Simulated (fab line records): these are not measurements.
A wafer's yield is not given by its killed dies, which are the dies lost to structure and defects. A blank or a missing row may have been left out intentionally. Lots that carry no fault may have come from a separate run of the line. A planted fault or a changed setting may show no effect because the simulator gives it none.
Which tool did it? | flow sfq_line | 42 wafers from 14 lots sampled at 4 of the route's 325 steps

== WHAT THE GAUGES READ, wafer by wafer ==
SFQ_M8_RS_MEAS_949: uses a four-point probe to measure. Usual: M8_AU_RS 0.1535 ohm/sq, standard deviation 0.0017.
lot  | measured     | on            | M8_AU_RS (ohm/sq)    | flag
L472 | day 86 09:25 | film_metro-04 | 0.1540 0.1548 0.1545 |
L473 | day 86 13:04 | film_metro-03 | 0.1557 0.1557 0.1546 |
L474 | day 86 16:38 | film_metro-04 | 0.1547 0.1541 0.1510 |
L475 | day 86 20:13 | film_metro-03 | 0.1544 0.1550 0.1550 |
L476 | day 86 23:50 | film_metro-04 | 0.1527 0.1530 0.1521 |
L477 | day 87 01:02 | film_metro-03 | 0.1530 0.1536 0.1519 |
L484 | day 91 06:34 | film_metro-03 | 0.1550 0.1545 0.1539 |
L485 | day 91 11:21 | film_metro-03 | 0.1531 0.1549 0.1543 |
L489 | day 92 04:09 | film_metro-04 | 0.1548 0.1539 0.1535 |
L490 | day 92 07:46 | film_metro-03 | 0.1517 0.1532 0.1533 |
L492 | day 92 19:45 | film_metro-02 | 0.1528 0.1518 0.1518 |
L493 | day 92 23:08 | film_metro-02 | 0.1511 0.1529 0.1518 |
L494 | day 93 03:55 | film_metro-02 | 0.1526 0.1539 0.1542 |
L495 | day 93 06:19 | film_metro-04 | 0.1515 0.1518 0.1513 |

== EACH LOT AND THE TOOL THAT RAN IT (in order: tool; ch and the chambers of the sampled wafers; start) ==
lot  | SFQ_TRILAYER_R5_DEP_SPUTTER_132 | SFQ_TRILAYER_M6_DEP_SPUTTER_157 | SFQ_TRILAYER_I7_VIA_LITHO_PEB_190
L472 | pvd_sputter-05, day 56 11:47    | pvd_sputter-03, day 72 16:30    | litho_track-04 ch 0, day 82 07:33
L473 | pvd_sputter-06, day 56 12:59    | pvd_sputter-05, day 72 21:17    | litho_track-02 ch 0, day 82 10:36
L474 | pvd_sputter-04, day 56 20:38    | pvd_sputter-06, day 72 22:29    | litho_track-04 ch 0, day 82 13:37
L475 | pvd_sputter-04, day 57 00:05    | pvd_sputter-03, day 72 23:41    | litho_track-02 ch 0, day 82 15:34
L476 | pvd_sputter-05, day 57 02:31    | pvd_sputter-05, day 73 02:06    | litho_track-04 ch 0, day 82 18:35
L477 | pvd_sputter-04, day 57 08:38    | pvd_sputter-06, day 73 04:29    | litho_track-02 ch 0, day 82 21:35
L484 | pvd_sputter-06, day 59 12:20    | pvd_sputter-03, day 74 03:17    | litho_track-02, day 87 10:03
L485 | pvd_sputter-06, day 59 17:49    | pvd_sputter-05, day 74 06:54    | litho_track-02, day 87 13:37
L489 | pvd_sputter-06, day 60 11:48    | pvd_sputter-03, day 75 08:14    | litho_track-04 ch 0, day 88 07:37
L490 | pvd_sputter-04, day 60 12:25    | pvd_sputter-05, day 75 09:26    | litho_track-01 ch 0, day 88 10:39
L492 | pvd_sputter-06, day 60 23:48    | pvd_sputter-05, day 76 00:25    | litho_track-04 ch 0, day 89 02:39
L493 | pvd_sputter-06, day 61 02:48    | pvd_sputter-06, day 76 02:17    | litho_track-04 ch 0, day 89 03:51
L494 | pvd_sputter-04, day 61 05:50    | pvd_sputter-06, day 76 06:25    | litho_track-04 ch 0, day 89 10:16
L495 | pvd_sputter-05, day 61 21:41    | pvd_sputter-06, day 76 18:25    | litho_track-02 ch 0, day 89 13:52
- SFQ_TRILAYER_R5_DEP_SPUTTER_132: material Ti, target thk 5 nm, time 5 s.
- SFQ_TRILAYER_M6_DEP_SPUTTER_157: material Nb, target thk 200 nm, time 133.3 s.
- SFQ_TRILAYER_I7_VIA_LITHO_PEB_190: peb time 60 s.

== WHAT THE TOOLS THEMSELVES READ (means of the sampled wafers that have a number; where no wafer has one, the mark that the record gives instead) ==
SFQ_TRILAYER_R5_DEP_SPUTTER_132. Usual: throttle_valve_pct at 29.9 %, with a standard deviation of 0.77.
lot  | tool           | throttle_valve_pct (%) | flag
L472 | pvd_sputter-05 | 29.6                   |
L473 | pvd_sputter-06 | 29.8                   |
L474 | pvd_sputter-04 | 29.6                   |
L475 | pvd_sputter-04 | 30.7                   |
L476 | pvd_sputter-05 | 29.4                   |
L477 | pvd_sputter-04 | 30.5                   |
L484 | pvd_sputter-06 | 29.3                   |
L485 | pvd_sputter-06 | 30.4                   |
L489 | pvd_sputter-06 | 29.9                   |
L490 | pvd_sputter-04 | 30.5                   |
L492 | pvd_sputter-06 | 30.2                   |
L493 | pvd_sputter-06 | 30.0                   |
L494 | pvd_sputter-04 | 30.6                   |
L495 | pvd_sputter-05 | 29.2                   |

SFQ_TRILAYER_M6_DEP_SPUTTER_157. Usual: throttle_valve_pct at 29.8 %, with a standard deviation of 0.72.
lot  | tool           | throttle_valve_pct (%) | flag
L472 | pvd_sputter-03 | 30.3                   |
L473 | pvd_sputter-05 | 29.4                   |
L474 | pvd_sputter-06 | 30.0                   |
L475 | pvd_sputter-03 | 30.6                   |
L476 | pvd_sputter-05 | 29.5                   |
L477 | pvd_sputter-06 | 29.8                   |
L484 | pvd_sputter-03 | 30.3                   |
L485 | pvd_sputter-05 | 29.4                   |
L489 | pvd_sputter-03 | 30.3                   |
L490 | pvd_sputter-05 | 29.5                   |
L492 | pvd_sputter-05 | 29.3                   |
L493 | pvd_sputter-06 | 30.1                   |
L494 | pvd_sputter-06 | 30.3                   |
L495 | pvd_sputter-06 | 29.3                   |

SFQ_TRILAYER_I7_VIA_LITHO_PEB_190. Usual: chill_plate_temp_C 23.01 C, standard deviation 0.1; exhaust_pa 45.0 Pa, standard deviation 0.84; heater_power_total_W 79.15 W, standard deviation 0.069.
lot  | tool           | chill_plate_temp_C (C) | exhaust_pa (Pa) | heater_power_total_W (W) | flag
L472 | litho_track-04 | 22.82                  | 44.2            | 79.16                    |
L473 | litho_track-02 | 23.08                  | 45.0            | 79.19                    |
L474 | litho_track-04 | 23.06                  | 44.6            | 79.19                    |
L475 | litho_track-02 | 22.99                  | 44.8            | 79.17                    |
L476 | litho_track-04 | 23.03                  | 44.2            | 79.17                    |
L477 | litho_track-02 | 23.10                  | 45.0            | 79.17                    |
L484 | litho_track-02 | -                      | -               | -                        | OFF
L485 | litho_track-02 | -                      | -               | -                        | OFF
L489 | litho_track-04 | 22.96                  | 45.1            | 79.11                    |
L490 | litho_track-01 | 22.94                  | 44.9            | 79.03                    |
L492 | litho_track-04 | 23.01                  | 44.4            | 79.21                    |
L493 | litho_track-04 | 22.94                  | 45.4            | 79.16                    |
L494 | litho_track-04 | 23.06                  | 44.9            | 79.21                    |
L495 | litho_track-02 | 22.97                  | 44.9            | 79.12                    |

== THE ANSWER, worked out from the rows above alone ==
Rule: a lot counts as off when the mean over its wafers that have a number is more than 3 standard deviations away from the usual mean. Also off: a lot with no number at a reading for which 4 or more lots have one. The other lots that the step has rows for count as sound. First the gauges in route order, then the tools' own readings, where a lot's mean is used as printed above. The first step at which some lot is off is used, and at that step the reading that is off furthest; a lot without a number counts as furthest.
Off: L484, L485, at SFQ_TRILAYER_I7_VIA_LITHO_PEB_190 (chill_plate_temp_C). Without a number there: L484, L485.
A tool fits if, at that step or a process step before it, it ran every lot that is off, and no sound lot after the first of them. Not one of the candidates tried fits.

== WHAT THE SIMULATOR HAD PUT IN ==
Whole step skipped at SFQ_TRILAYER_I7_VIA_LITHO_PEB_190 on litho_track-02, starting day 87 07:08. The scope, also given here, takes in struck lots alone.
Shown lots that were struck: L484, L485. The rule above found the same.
